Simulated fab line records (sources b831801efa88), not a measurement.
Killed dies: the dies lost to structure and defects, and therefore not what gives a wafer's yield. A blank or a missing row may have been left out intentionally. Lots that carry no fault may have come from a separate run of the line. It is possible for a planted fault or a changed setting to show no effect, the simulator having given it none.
fab line records || flow sky130
record: {"lots": 5, "wafers": 15, "lastDay": 50}
route steps=708 shown SD_N@346
lots untouched by any fault: they come from a run of this same line in which no faults occurred
startH: hours from the record's opening day to when the first of the lot's shown wafers began || waitH: hours from the lot's prior step to this one || " same as the row above || L1.1+2: a single row standing in for several wafers || - value missing, or start not given || * or withheld: withheld || < > ~ a bound
route shown NAME@n: NAME is a module with steps in the file, n the number in the route of the first one || usual: average and standard deviation across the fault-free wafers || same: alike in all rows || chamber/n: place in a boat || sites: readings site by site || _std_site: standard deviation across them || _edge_site: inner sites' mean taken away from outer sites' mean || radiusMm: how far each site lies from the wafer's centre || mask NAME#n: copy n || behind: the tool/chamber that last shaped the wafer || hold: cause of the lot's hold/its duration in hours/its outcome || device: transistor that didn't switch, given as n, p or np || end of line: tests of these same wafers at the route's end || a step without rows: its recipe alone || killed: not the wafer's yield, but the dies lost to structure and defects at the first sort || map: a wafer's dies, marking killed ones x, the rest . and places with no die _
set.NAME: the setting as run; set.NAME@STEP: as run at that earlier step || model.NAME: the simulator's own value behind a step, which no gauge read
lots seen at some steps along the route; tables by step, rows by wafer
services: the hour from which a tool's chamber was out of use, counted from the record's first day as startH (under 0 if before that day), plus the number of hours and why
== steps ==
step: SKY_SD_N_EXPOSE_04
recipe: {"maskId": "NSDM", "na": 0.6, "sourceShape": "conventional", "sigmaOuter": 0.6, "polarization": "unpolarized", "targetCdNm": 380, "doseMj": 141}
usual: {"focusOffsetNm": "0.0/0.6", "reticleTempC": "23.00/0.11"}
{"lot.wafer": "L076.1", "tool": "ilineStepper-02", "chamber": 0, "startH": "-", "waitH": "-", "mask": "NSDM#0", "focusOffsetNm": -0.1, "reticleTempC": 23.14}
{"lot.wafer": "L076.2", "tool": "ilineStepper-02", "chamber": 0, "startH": "-", "waitH": "-", "mask": "NSDM#0", "focusOffsetNm": -0.5, "reticleTempC": 22.92}
{"lot.wafer": "L076.4", "tool": "ilineStepper-02", "chamber": 0, "startH": "-", "waitH": "-", "mask": "NSDM#0", "focusOffsetNm": -1.0, "reticleTempC": 23.04}
{"lot.wafer": "L080.1", "tool": "ilineStepper-02", "chamber": 0, "startH": "-", "waitH": "-", "mask": "NSDM#0", "focusOffsetNm": 0.0, "reticleTempC": 23.11}
{"lot.wafer": "L080.3", "tool": "ilineStepper-02", "chamber": 0, "startH": "-", "waitH": "-", "mask": "NSDM#0", "focusOffsetNm": -0.4, "reticleTempC": 23.18}
{"lot.wafer": "L080.5", "tool": "ilineStepper-02", "chamber": 0, "startH": "-", "waitH": "-", "mask": "NSDM#0", "focusOffsetNm": -0.1, "reticleTempC": 23.00}
{"lot.wafer": "L089.1", "tool": "ilineStepper-01", "chamber": 0, "startH": "-", "waitH": "-", "mask": "NSDM#0", "focusOffsetNm": 1.0, "reticleTempC": 22.95}
{"lot.wafer": "L089.2", "tool": "ilineStepper-01", "chamber": 0, "startH": "-", "waitH": "-", "mask": "NSDM#0", "focusOffsetNm": 1.2, "reticleTempC": 22.89}
{"lot.wafer": "L089.6", "tool": "ilineStepper-01", "chamber": 0, "startH": "-", "waitH": "-", "mask": "NSDM#0", "focusOffsetNm": 1.5, "reticleTempC": 23.03}
{"lot.wafer": "L092.1", "tool": "ilineStepper-01", "chamber": 0, "startH": "-", "waitH": "-", "mask": "NSDM#0", "focusOffsetNm": -0.1, "reticleTempC": 22.99}
{"lot.wafer": "L092.5", "tool": "ilineStepper-01", "chamber": 0, "startH": "-", "waitH": "-", "mask": "NSDM#0", "focusOffsetNm": 0.5, "reticleTempC": 22.96}
{"lot.wafer": "L092.6", "tool": "ilineStepper-01", "chamber": 0, "startH": "-", "waitH": "-", "mask": "NSDM#0", "focusOffsetNm": 1.4, "reticleTempC": 22.81}
{"lot.wafer": "L096.2", "tool": "ilineStepper-02", "chamber": 0, "startH": "-", "waitH": "-", "mask": "NSDM#0", "focusOffsetNm": 0.0, "reticleTempC": 23.08}
{"lot.wafer": "L096.5", "tool": "ilineStepper-02", "chamber": 0, "startH": "-", "waitH": "-", "mask": "NSDM#0", "focusOffsetNm": 0.3, "reticleTempC": 22.96}
{"lot.wafer": "L096.6", "tool": "ilineStepper-02", "chamber": 0, "startH": "-", "waitH": "-", "mask": "NSDM#0", "focusOffsetNm": 0.4, "reticleTempC": 22.93}
step: SKY_SD_N_PEB_05
recipe: {"tempC": "withheld", "timeS": "*", "resist": "NOVOLAK"}
{"lot.wafer": "L076.1+2+4", "tool": "lithoTrack-04", "chamber": 0, "startH": "-", "waitH": "-"}
{"lot.wafer": "L080.1+3+5", "tool": "lithoTrack-02", "chamber": 0, "startH": "-", "waitH": "-"}
{"lot.wafer": "L089.1+2+6", "tool": "lithoTrack-04", "chamber": 0, "startH": "-", "waitH": "-"}
{"lot.wafer": "L092.1+5+6", "tool": "lithoTrack-02", "chamber": 0, "startH": "-", "waitH": "-"}
{"lot.wafer": "L096.2+5+6", "tool": "lithoTrack-02", "chamber": 0, "startH": "-", "waitH": "-"}
step: SKY_SD_N_DEVELOP_06
recipe: {"resist": "NOVOLAK", "developer": "TMAH", "developTimeS": 60, "devTempC": 23}
{"lot.wafer": "L076.1+2+4", "tool": "lithoTrack-04", "chamber": 0, "startH": 676.13, "waitH": 0.1}
{"lot.wafer": "L080.1+3+5", "tool": "lithoTrack-02", "chamber": 0, "startH": 710.81, "waitH": 0.1}
{"lot.wafer": "L089.1+2+6", "tool": "lithoTrack-04", "chamber": 0, "startH": 761.98, "waitH": 0.1}
{"lot.wafer": "L092.1+5+6", "tool": "lithoTrack-02", "chamber": 0, "startH": 785.61, "waitH": 0.1}
{"lot.wafer": "L096.2+5+6", "tool": "lithoTrack-02", "chamber": 0, "startH": 812.64, "waitH": 0.1}
step: SKY_SD_N_CD_MEAS_07
recipe: {"targetCdNm": 380}
usual: {"cdNm": "380.7/2.2"}
{"lot.wafer": "L076.1", "tool": "cdSem-01", "chamber": "-", "startH": 676.28, "waitH": 0.1, "cdNm": 380.9}
{"lot.wafer": "L076.2", "tool": "cdSem-01", "chamber": "-", "startH": 676.28, "waitH": 0.1, "cdNm": 382.5}
{"lot.wafer": "L076.4", "tool": "cdSem-01", "chamber": "-", "startH": 676.28, "waitH": 0.1, "cdNm": 377.8}
{"lot.wafer": "L080.1", "tool": "cdSem-01", "chamber": "-", "startH": 710.96, "waitH": 0.1, "cdNm": 378.1}
{"lot.wafer": "L080.3", "tool": "cdSem-01", "chamber": "-", "startH": 710.96, "waitH": 0.1, "cdNm": 376.8}
{"lot.wafer": "L080.5", "tool": "cdSem-01", "chamber": "-", "startH": 710.96, "waitH": 0.1, "cdNm": 377.2}
{"lot.wafer": "L089.1", "tool": "cdSem-02", "chamber": "-", "startH": 762.13, "waitH": 0.1, "cdNm": 378.4}
{"lot.wafer": "L089.2", "tool": "cdSem-02", "chamber": "-", "startH": 762.13, "waitH": 0.1, "cdNm": 376.5}
{"lot.wafer": "L089.6", "tool": "cdSem-02", "chamber": "-", "startH": 762.13, "waitH": 0.1, "cdNm": 379.0}
{"lot.wafer": "L092.1", "tool": "cdSem-02", "chamber": "-", "startH": 785.76, "waitH": 0.1, "cdNm": 383.4}
{"lot.wafer": "L092.5", "tool": "cdSem-02", "chamber": "-", "startH": 785.76, "waitH": 0.1, "cdNm": 382.2}
{"lot.wafer": "L092.6", "tool": "cdSem-02", "chamber": "-", "startH": 785.76, "waitH": 0.1, "cdNm": 383.3}
{"lot.wafer": "L096.2", "tool": "cdSem-01", "chamber": "-", "startH": 812.78, "waitH": 0.1, "cdNm": 376.9}
{"lot.wafer": "L096.5", "tool": "cdSem-01", "chamber": "-", "startH": 812.78, "waitH": 0.1, "cdNm": 379.2}
{"lot.wafer": "L096.6", "tool": "cdSem-01", "chamber": "-", "startH": 812.78, "waitH": 0.1, "cdNm": 376.7}
step: SKY_SD_N_OVL_MEAS_08
usual: {"SD_N_OVL": "0.9/1.3"}
{"lot.wafer": "L076.1", "tool": "overlay-02", "chamber": "-", "startH": 676.40, "waitH": 0.1, "SD_N_OVL[nm]": 1.2}
{"lot.wafer": "L076.2", "tool": "overlay-02", "chamber": "-", "startH": 676.40, "waitH": 0.1, "SD_N_OVL[nm]": -0.5}
{"lot.wafer": "L076.4", "tool": "overlay-02", "chamber": "-", "startH": 676.40, "waitH": 0.1, "SD_N_OVL[nm]": -1.6}
{"lot.wafer": "L080.1", "tool": "overlay-01", "chamber": "-", "startH": 711.08, "waitH": 0.1, "SD_N_OVL[nm]": 2.8}
{"lot.wafer": "L080.3", "tool": "overlay-01", "chamber": "-", "startH": 711.08, "waitH": 0.1, "SD_N_OVL[nm]": -0.7}
{"lot.wafer": "L080.5", "tool": "overlay-01", "chamber": "-", "startH": 711.08, "waitH": 0.1, "SD_N_OVL[nm]": -0.6}
{"lot.wafer": "L089.1", "tool": "overlay-02", "chamber": "-", "startH": 762.25, "waitH": 0.1, "SD_N_OVL[nm]": 0.5}
{"lot.wafer": "L089.2", "tool": "overlay-02", "chamber": "-", "startH": 762.25, "waitH": 0.1, "SD_N_OVL[nm]": 1.8}
{"lot.wafer": "L089.6", "tool": "overlay-02", "chamber": "-", "startH": 762.25, "waitH": 0.1, "SD_N_OVL[nm]": 1.2}
{"lot.wafer": "L092.1", "tool": "overlay-02", "chamber": "-", "startH": 785.88, "waitH": 0.1, "SD_N_OVL[nm]": -0.3}
{"lot.wafer": "L092.5", "tool": "overlay-02", "chamber": "-", "startH": 785.88, "waitH": 0.1, "SD_N_OVL[nm]": 2.4}
{"lot.wafer": "L092.6", "tool": "overlay-02", "chamber": "-", "startH": 785.88, "waitH": 0.1, "SD_N_OVL[nm]": 0.0}
{"lot.wafer": "L096.2", "tool": "overlay-01", "chamber": "-", "startH": 812.89, "waitH": 0.1, "SD_N_OVL[nm]": 0.9}
{"lot.wafer": "L096.5", "tool": "overlay-01", "chamber": "-", "startH": 812.89, "waitH": 0.1, "SD_N_OVL[nm]": 1.3}
{"lot.wafer": "L096.6", "tool": "overlay-01", "chamber": "-", "startH": 812.89, "waitH": 0.1, "SD_N_OVL[nm]": 0.7}
step: SKY_SD_N_IMPLANT_09
recipe: {"species": "As", "energyKev": 50, "doseCm2": 4e+15, "tiltDeg": 0}
{"lot.wafer": "L076.1+2+4", "tool": "implanter-04", "chamber": 0, "startH": 676.44, "waitH": 0.0}
{"lot.wafer": "L080.1+3+5", "tool": "implanter-01", "chamber": 0, "startH": 711.12, "waitH": 0.0}
{"lot.wafer": "L089.1+2+6", "tool": "implanter-02", "chamber": 0, "startH": 762.29, "waitH": 0.0}
{"lot.wafer": "L092.1+5+6", "tool": "implanter-02", "chamber": 0, "startH": 785.92, "waitH": 0.0}
{"lot.wafer": "L096.2+5+6", "tool": "implanter-04", "chamber": 0, "startH": 812.94, "waitH": 0.0}
step: SKY_SD_N_IMPLANT_10
recipe: {"species": "P", "energyKev": 20, "doseCm2": 1e+14, "tiltDeg": 0}
{"lot.wafer": "L076.1+2+4", "tool": "implanter-04", "chamber": 0, "startH": 676.59, "waitH": 0.1}
{"lot.wafer": "L080.1+3+5", "tool": "implanter-01", "chamber": 0, "startH": 711.27, "waitH": 0.1}
{"lot.wafer": "L089.1+2+6", "tool": "implanter-02", "chamber": 0, "startH": 762.44, "waitH": 0.1}
{"lot.wafer": "L092.1+5+6", "tool": "implanter-02", "chamber": 0, "startH": 786.07, "waitH": 0.1}
{"lot.wafer": "L096.2+5+6", "tool": "implanter-04", "chamber": 0, "startH": 813.09, "waitH": 0.1}
step: SKY_SD_N_STRIP_11
recipe: {"chemistry": "O2/N2", "powerW": 1400, "pressureMtorr": 1500, "platenTempC": "withheld", "o2FlowSccm": 3000, "n2FlowSccm": 300, "overashFraction": 0.5}
usual: {"drypumpMotorCurrentA": "5.6/0.33", "oesProductAu": "0.527/0.0049", "stripTimeToEndpointS": "22.56/0.04"}
{"lot.wafer": "L076.1", "tool": "plasmaAsher-02", "chamber": 1, "startH": 676.74, "waitH": 0.1, "drypumpMotorCurrentA": 6.0, "oesProductAu": 0.525, "rfHoursCounterH": 23, "stripTimeToEndpointS": 22.59}
{"lot.wafer": "L076.2", "tool": "plasmaAsher-02", "chamber": 0, "startH": 676.74, "waitH": 0.1, "drypumpMotorCurrentA": 5.4, "oesProductAu": 0.529, "rfHoursCounterH": 23, "stripTimeToEndpointS": 22.60}
{"lot.wafer": "L076.4", "tool": "plasmaAsher-02", "chamber": 1, "startH": 676.74, "waitH": 0.1, "drypumpMotorCurrentA": 6.0, "oesProductAu": 0.519, "rfHoursCounterH": "-", "stripTimeToEndpointS": 22.59}
{"lot.wafer": "L080.1", "tool": "plasmaAsher-02", "chamber": 1, "startH": 711.42, "waitH": 0.1, "drypumpMotorCurrentA": 6.1, "oesProductAu": 0.521, "rfHoursCounterH": 27, "stripTimeToEndpointS": 22.53}
{"lot.wafer": "L080.3", "tool": "plasmaAsher-02", "chamber": 1, "startH": 711.42, "waitH": 0.1, "drypumpMotorCurrentA": 6.0, "oesProductAu": 0.528, "rfHoursCounterH": "-", "stripTimeToEndpointS": 22.51}
{"lot.wafer": "L080.5", "tool": "plasmaAsher-02", "chamber": 0, "startH": 711.42, "waitH": 0.1, "drypumpMotorCurrentA": 5.4, "oesProductAu": 0.532, "rfHoursCounterH": "-", "stripTimeToEndpointS": 22.51}
{"lot.wafer": "L089.1", "tool": "plasmaAsher-03", "chamber": 1, "startH": 762.59, "waitH": 0.1, "drypumpMotorCurrentA": 5.9, "oesProductAu": 0.525, "rfHoursCounterH": 101, "stripTimeToEndpointS": 22.57}
{"lot.wafer": "L089.2", "tool": "plasmaAsher-03", "chamber": 0, "startH": 762.59, "waitH": 0.1, "drypumpMotorCurrentA": 5.1, "oesProductAu": 0.524, "rfHoursCounterH": 101, "stripTimeToEndpointS": 22.58}
{"lot.wafer": "L089.6", "tool": "plasmaAsher-03", "chamber": 0, "startH": 762.59, "waitH": 0.1, "drypumpMotorCurrentA": 5.1, "oesProductAu": 0.529, "rfHoursCounterH": "-", "stripTimeToEndpointS": 22.56}
{"lot.wafer": "L092.1", "tool": "plasmaAsher-04", "chamber": 0, "startH": 786.22, "waitH": 0.1, "drypumpMotorCurrentA": 5.4, "oesProductAu": 0.531, "rfHoursCounterH": 4, "stripTimeToEndpointS": 22.64}
{"lot.wafer": "L092.5", "tool": "plasmaAsher-04", "chamber": 0, "startH": 786.22, "waitH": 0.1, "drypumpMotorCurrentA": 5.4, "oesProductAu": 0.525, "rfHoursCounterH": "-", "stripTimeToEndpointS": 22.56}
{"lot.wafer": "L092.6", "tool": "plasmaAsher-04", "chamber": 1, "startH": 786.22, "waitH": 0.1, "drypumpMotorCurrentA": 5.9, "oesProductAu": 0.531, "rfHoursCounterH": "-", "stripTimeToEndpointS": 22.54}
{"lot.wafer": "L096.2", "tool": "plasmaAsher-02", "chamber": 1, "startH": 813.22, "waitH": 0.1, "drypumpMotorCurrentA": 6.0, "oesProductAu": 0.521, "rfHoursCounterH": 37, "stripTimeToEndpointS": 22.57}
{"lot.wafer": "L096.5", "tool": "plasmaAsher-02", "chamber": 0, "startH": 813.22, "waitH": 0.1, "drypumpMotorCurrentA": 5.4, "oesProductAu": 0.533, "rfHoursCounterH": "-", "stripTimeToEndpointS": 22.59}
{"lot.wafer": "L096.6", "tool": "plasmaAsher-02", "chamber": 1, "startH": 813.22, "waitH": 0.1, "drypumpMotorCurrentA": 6.0, "oesProductAu": 0.526, "rfHoursCounterH": "-", "stripTimeToEndpointS": 22.56}
step: SKY_SD_N_TW_MEAS_12
usual: {"SD_N_TW": "3972/33"}
{"lot.wafer": "L076.1", "tool": "filmMetro-02", "chamber": "-", "startH": 676.84, "waitH": 0.1, "SD_N_TW": 3991}
{"lot.wafer": "L076.2", "tool": "filmMetro-02", "chamber": "-", "startH": 676.84, "waitH": 0.1, "SD_N_TW": 3991}
{"lot.wafer": "L076.4", "tool": "filmMetro-02", "chamber": "-", "startH": 676.84, "waitH": 0.1, "SD_N_TW": 3996}
{"lot.wafer": "L080.1", "tool": "filmMetro-02", "chamber": "-", "startH": 711.52, "waitH": 0.1, "SD_N_TW": 3986}
{"lot.wafer": "L080.3", "tool": "filmMetro-02", "chamber": "-", "startH": 711.52, "waitH": 0.1, "SD_N_TW": 4016}
{"lot.wafer": "L080.5", "tool": "filmMetro-02", "chamber": "-", "startH": 711.52, "waitH": 0.1, "SD_N_TW": 3985}
{"lot.wafer": "L089.1", "tool": "filmMetro-04", "chamber": "-", "startH": 762.69, "waitH": 0.1, "SD_N_TW": 3994}
{"lot.wafer": "L089.2", "tool": "filmMetro-04", "chamber": "-", "startH": 762.69, "waitH": 0.1, "SD_N_TW": 3982}
{"lot.wafer": "L089.6", "tool": "filmMetro-04", "chamber": "-", "startH": 762.69, "waitH": 0.1, "SD_N_TW": 3973}
{"lot.wafer": "L092.1", "tool": "filmMetro-02", "chamber": "-", "startH": 786.32, "waitH": 0.1, "SD_N_TW": 3965}
{"lot.wafer": "L092.5", "tool": "filmMetro-02", "chamber": "-", "startH": 786.32, "waitH": 0.1, "SD_N_TW": 3955}
{"lot.wafer": "L092.6", "tool": "filmMetro-02", "chamber": "-", "startH": 786.32, "waitH": 0.1, "SD_N_TW": 3958}
{"lot.wafer": "L096.2", "tool": "filmMetro-03", "chamber": "-", "startH": 813.33, "waitH": 0.1, "SD_N_TW": 3939}
{"lot.wafer": "L096.5", "tool": "filmMetro-03", "chamber": "-", "startH": 813.33, "waitH": 0.1, "SD_N_TW": 3941}
{"lot.wafer": "L096.6", "tool": "filmMetro-03", "chamber": "-", "startH": 813.33, "waitH": 0.1, "SD_N_TW": 3948}
step: SKY_SD_N_CLEAN_13
recipe: {"chemistry": "SC1/SC2", "mix": "1:4:20", "tempC": 70, "timeS": 150, "dry": "n2Spin"}
usual: {"tempC": "70.00/0.12"}
{"lot.wafer": "L076.1", "tool": "wetBench-04", "chamber": 3, "startH": 676.90, "waitH": 0.1, "tempC": 69.98}
{"lot.wafer": "L076.2", "tool": "wetBench-04", "chamber": 3, "startH": 676.90, "waitH": 0.1, "tempC": 70.01}
{"lot.wafer": "L076.4", "tool": "wetBench-04", "chamber": 3, "startH": 676.90, "waitH": 0.1, "tempC": 69.94}
{"lot.wafer": "L080.1", "tool": "wetBench-02", "chamber": 1, "startH": 711.58, "waitH": 0.1, "tempC": 69.86}
{"lot.wafer": "L080.3", "tool": "wetBench-02", "chamber": 1, "startH": 711.58, "waitH": 0.1, "tempC": 70.04}
{"lot.wafer": "L080.5", "tool": "wetBench-02", "chamber": 1, "startH": 711.58, "waitH": 0.1, "tempC": 69.94}
{"lot.wafer": "L089.1", "tool": "wetBench-04", "chamber": 1, "startH": 762.75, "waitH": 0.1, "tempC": 69.99}
{"lot.wafer": "L089.2", "tool": "wetBench-04", "chamber": 1, "startH": 762.75, "waitH": 0.1, "tempC": 69.91}
{"lot.wafer": "L089.6", "tool": "wetBench-04", "chamber": 1, "startH": 762.75, "waitH": 0.1, "tempC": 70.02}
{"lot.wafer": "L092.1", "tool": "wetBench-02", "chamber": 2, "startH": 786.38, "waitH": 0.1, "tempC": 70.03}
{"lot.wafer": "L092.5", "tool": "wetBench-02", "chamber": 2, "startH": 786.38, "waitH": 0.1, "tempC": 69.83}
{"lot.wafer": "L092.6", "tool": "wetBench-02", "chamber": 2, "startH": 786.38, "waitH": 0.1, "tempC": 70.06}
{"lot.wafer": "L096.2", "tool": "wetBench-02", "chamber": 0, "startH": 813.38, "waitH": 0.0, "tempC": 69.98}
{"lot.wafer": "L096.5", "tool": "wetBench-02", "chamber": 0, "startH": 813.38, "waitH": 0.0, "tempC": 69.97}
{"lot.wafer": "L096.6", "tool": "wetBench-02", "chamber": 0, "startH": 813.38, "waitH": 0.0, "tempC": 70.03}
step: SKY_SD_N_RTA_14
recipe: {"tempC": 1075, "timeS": 2, "idleTempC": 650, "rampUpCPerS": 150, "rampDownCPerS": 90, "ambient": "N2"}
usual: {"lampPowerPct": "15.74/0.052", "wafer_temp_C_max": "1078.0/1.2"}
{"lot.wafer": "L076.1", "tool": "rtpAnneal-01", "chamber": 0, "startH": 676.95, "waitH": 0.0, "lampPowerPct": 15.76, "wafer_temp_C_max": 1078.0}
{"lot.wafer": "L076.2", "tool": "rtpAnneal-01", "chamber": 0, "startH": 676.95, "waitH": 0.0, "lampPowerPct": 15.86, "wafer_temp_C_max": 1080.0}
{"lot.wafer": "L076.4", "tool": "rtpAnneal-01", "chamber": 0, "startH": 676.95, "waitH": 0.0, "lampPowerPct": 15.71, "wafer_temp_C_max": 1078.6}
{"lot.wafer": "L080.1", "tool": "rtpAnneal-01", "chamber": 0, "startH": 711.63, "waitH": 0.0, "lampPowerPct": 15.71, "wafer_temp_C_max": 1076.0}
{"lot.wafer": "L080.3", "tool": "rtpAnneal-01", "chamber": 0, "startH": 711.63, "waitH": 0.0, "lampPowerPct": 15.78, "wafer_temp_C_max": 1079.9}
{"lot.wafer": "L080.5", "tool": "rtpAnneal-01", "chamber": 0, "startH": 711.63, "waitH": 0.0, "lampPowerPct": 15.74, "wafer_temp_C_max": 1076.8}
{"lot.wafer": "L089.1", "tool": "rtpAnneal-02", "chamber": 0, "startH": 762.80, "waitH": 0.0, "lampPowerPct": 15.78, "wafer_temp_C_max": 1078.3}
{"lot.wafer": "L089.2", "tool": "rtpAnneal-02", "chamber": 0, "startH": 762.80, "waitH": 0.0, "lampPowerPct": 15.69, "wafer_temp_C_max": 1076.7}
{"lot.wafer": "L089.6", "tool": "rtpAnneal-02", "chamber": 0, "startH": 762.80, "waitH": 0.0, "lampPowerPct": 15.77, "wafer_temp_C_max": 1078.9}
{"lot.wafer": "L092.1", "tool": "rtpAnneal-01", "chamber": 0, "startH": 786.44, "waitH": 0.0, "lampPowerPct": 15.61, "wafer_temp_C_max": 1077.1}
{"lot.wafer": "L092.5", "tool": "rtpAnneal-01", "chamber": 0, "startH": 786.44, "waitH": 0.0, "lampPowerPct": 15.74, "wafer_temp_C_max": 1079.4}
{"lot.wafer": "L092.6", "tool": "rtpAnneal-01", "chamber": 0, "startH": 786.44, "waitH": 0.0, "lampPowerPct": 15.77, "wafer_temp_C_max": 1079.6}
{"lot.wafer": "L096.2", "tool": "rtpAnneal-01", "chamber": 0, "startH": 813.44, "waitH": 0.0, "lampPowerPct": 15.76, "wafer_temp_C_max": 1077.4}
{"lot.wafer": "L096.5", "tool": "rtpAnneal-01", "chamber": 0, "startH": 813.44, "waitH": 0.0, "lampPowerPct": 15.82, "wafer_temp_C_max": 1076.6}
{"lot.wafer": "L096.6", "tool": "rtpAnneal-01", "chamber": 0, "startH": 813.44, "waitH": 0.0, "lampPowerPct": 15.74, "wafer_temp_C_max": 1078.8}
== services ==
{"tool": "ilineStepper-01", "chamber": "-", "startH": 660.59, "hours": 1.7, "kind": "pm"}
{"tool": "ilineStepper-02", "chamber": "-", "startH": 677.12, "hours": 4.4, "kind": "pm"}
{"tool": "ilineStepper-02", "chamber": "-", "startH": 693.11, "hours": 1.7, "kind": "pm"}
{"tool": "implanter-01", "chamber": "-", "startH": 703.31, "hours": 4.2, "kind": "pm"}
{"tool": "ilineStepper-01", "chamber": "-", "startH": 730.19, "hours": 4.3, "kind": "repair"}
{"tool": "plasmaAsher-04", "chamber": "-", "startH": 733.75, "hours": 9.0, "kind": "pm"}
{"tool": "plasmaAsher-04", "chamber": 0, "startH": 733.75, "hours": 9.0, "kind": "ventCycle"}
{"tool": "plasmaAsher-04", "chamber": 1, "startH": 733.75, "hours": 9.0, "kind": "ventCycle"}
{"tool": "rtpAnneal-01", "chamber": "-", "startH": 736.65, "hours": 3.0, "kind": "pm"}
{"tool": "implanter-04", "chamber": "-", "startH": 737.10, "hours": 19.9, "kind": "repair"}
{"tool": "ilineStepper-01", "chamber": "-", "startH": 738.42, "hours": 4.3, "kind": "repair"}
{"tool": "plasmaAsher-04", "chamber": 0, "startH": 742.75, "hours": "-", "kind": "clean"}
{"tool": "plasmaAsher-04", "chamber": 1, "startH": 742.75, "hours": "-", "kind": "clean"}
{"tool": "implanter-01", "chamber": "-", "startH": 757.38, "hours": 3.2, "kind": "pm"}
{"tool": "ilineStepper-02", "chamber": 0, "startH": 764.55, "hours": "-", "kind": "calibration"}
{"tool": "plasmaAsher-03", "chamber": "-", "startH": 764.58, "hours": 2.8, "kind": "pm"}
{"tool": "plasmaAsher-04", "chamber": "-", "startH": 795.17, "hours": 9.1, "kind": "repair"}
{"tool": "ilineStepper-02", "chamber": "-", "startH": 805.91, "hours": 9.1, "kind": "repair"}
{"tool": "ilineStepper-01", "chamber": 0, "startH": 807.35, "hours": "-", "kind": "calibration"}
== key ==
fault none
